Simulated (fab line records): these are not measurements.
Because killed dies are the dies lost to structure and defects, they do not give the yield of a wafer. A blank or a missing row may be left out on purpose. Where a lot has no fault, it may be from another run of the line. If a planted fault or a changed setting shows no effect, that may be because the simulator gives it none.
A lot that was struck, set against a sound lot :: flow gf180mcu :: 19 out of 602 route steps
Sound: these wafers, L980.2, L980.3, L980.6. Wafers L991.2, L991.4, L991.6 were the ones struck. Last of all comes the cause.
Per side, at each step with rows, come the tool, then ch with its chambers, and then its first start. Under that, the readings that differ: sound wafers :: struck wafers :: difference of the means :: sigmas: that difference in standard deviations of wafers without a fault.
alike: same words and numbers on both sides, and readings whose means sit less than 2 such deviations apart. not compared: any withheld reading, any reading some wafer has no value for, any bound like >300 that may hide the same value, and any number with overlapping values for which the record gives no deviation.
Wherever a step has rows on one side only, a row that says differs or no value, or a row with sigmas, the two part there. Numbers that have no deviation but don't overlap get no sigmas and don't part them. A reading missing from all wafers of one side parts the sides only when that side holds two or more wafers.

GF_M4_SPUTTER_00: material Ti, target thk 37.5 nm, time 150 s.
  sound on pvd sputter-01, day 23 20:19; struck on pvd sputter-03, day 27 05:19
  alike: throttle valve pct
GF_M4_SPUTTER_01: material TiN, target thk 30 nm, time 25 s.
  sound on pvd sputter-01, day 23 20:25; struck on pvd sputter-03, day 27 05:25
  alike: throttle valve pct
GF_M4_SPUTTER_02: material AlCu, target thk 450 nm, time 23.9 s.
  sound on pvd sputter-01, day 23 20:27; struck on pvd sputter-03, day 27 05:27
  alike: throttle valve pct
GF_M4_SPUTTER_03: material Ti, target thk 10 nm, time 6.7 s.
  sound on pvd sputter-01, day 23 20:29; struck on pvd sputter-03, day 27 05:29
  alike: throttle valve pct
GF_M4_SPUTTER_04: material TiN, target thk 50 nm, time 41.7 s.
  sound on pvd sputter-01, day 23 20:30; struck on pvd sputter-03, day 27 05:30
  alike: throttle valve pct
GF_M4_RS_MEAS_05: measures by four-point-probe.
  sound on film metro-04, day 23 20:34; struck on film metro-04, day 27 05:34
reading: M4_ALCU_RS (ohm/sq)
sound: 0.0701 0.0701 0.0698
struck: 0.0690 0.0684 0.0685
difference: -0.0014
sigmas: -2
GF_M4_THK_MEAS_06: measures by xrf.
  sound on film metro-04, day 23 20:40; struck on film metro-04, day 27 05:40
  alike: M4_ALCU_THK
then, 5 steps without rows for these wafers: GF_M4_DEHYDRATE_07 (time 60 s); GF_M4_HMDS_08 (prime time 60 s); GF_M4_COAT_09 (resist thk 1000 nm); GF_M4_SOFTBAKE_10 (time 60 s); GF_M4_EXPOSE_11 (exposes mask Metal4, target cd 280 nm).
GF_M4_PEB_12: peb time 90 s.
  sound on litho track-02 ch 0, day 24 17:46; struck on litho track-02 ch 0, day 28 01:19
reading: heater power total W (W)
sound: 85.72 85.76 85.69
struck: 97.20 97.23 97.20
difference: +11.49
sigmas: +99 or more
then, 1 step without rows for these wafers: GF_M4_DEVELOP_13 (develop time 60 s).
GF_M4_CD_MEAS_14: the cd target is 280 nm.
  sound on cd sem-01, day 24 18:06; struck on cd sem-02, day 28 01:39
reading: cd nm (nm)
sound: 279.0 279.6 278.8
struck: 290.8 289.4 289.2
difference: +10.7
sigmas: +12
GF_M4_OVL_MEAS_15:
  sound on overlay-01, day 24 18:13; struck on overlay-02, day 28 01:46
  alike: M4_OVL
GF_M4_METAL_ETCH_16: etches the open film in Cl2/BCl3, stops on SiO2, target depth 750.8 nm, time 125.1 s.
  sound on rie metal-04 ch 0,1, day 24 18:14; struck on rie metal-01 ch 0,1, day 28 01:47
reading: model.M4.cd nm (nm)
sound: 272.9 280.8 273.3
struck: 300.1 292 289
difference: +18.0
sigmas: 
  alike: drypump motor current A, oes product au, throttle valve pct
  not compared: rf hours counter h
then, 1 step without rows for these wafers: GF_M4_STRIP_17 (strips in O2/N2).
-- the record jumps here: 5 days lie between the struck wafers' starts before and after (it left off in module M4 and takes up again in module PASSIVATION, whose first step shown is number 602 of the route) --
GF_PASSIVATION_PROBE_99:
  rows exist in the record for the struck wafers here (prober-02, day 33 00:28), but not for the sound ones

WHERE THEY PART
Last at GF_PASSIVATION_PROBE_99 as far as this record goes, first at GF_M4_RS_MEAS_05.

WHY: what had been put in by the simulator
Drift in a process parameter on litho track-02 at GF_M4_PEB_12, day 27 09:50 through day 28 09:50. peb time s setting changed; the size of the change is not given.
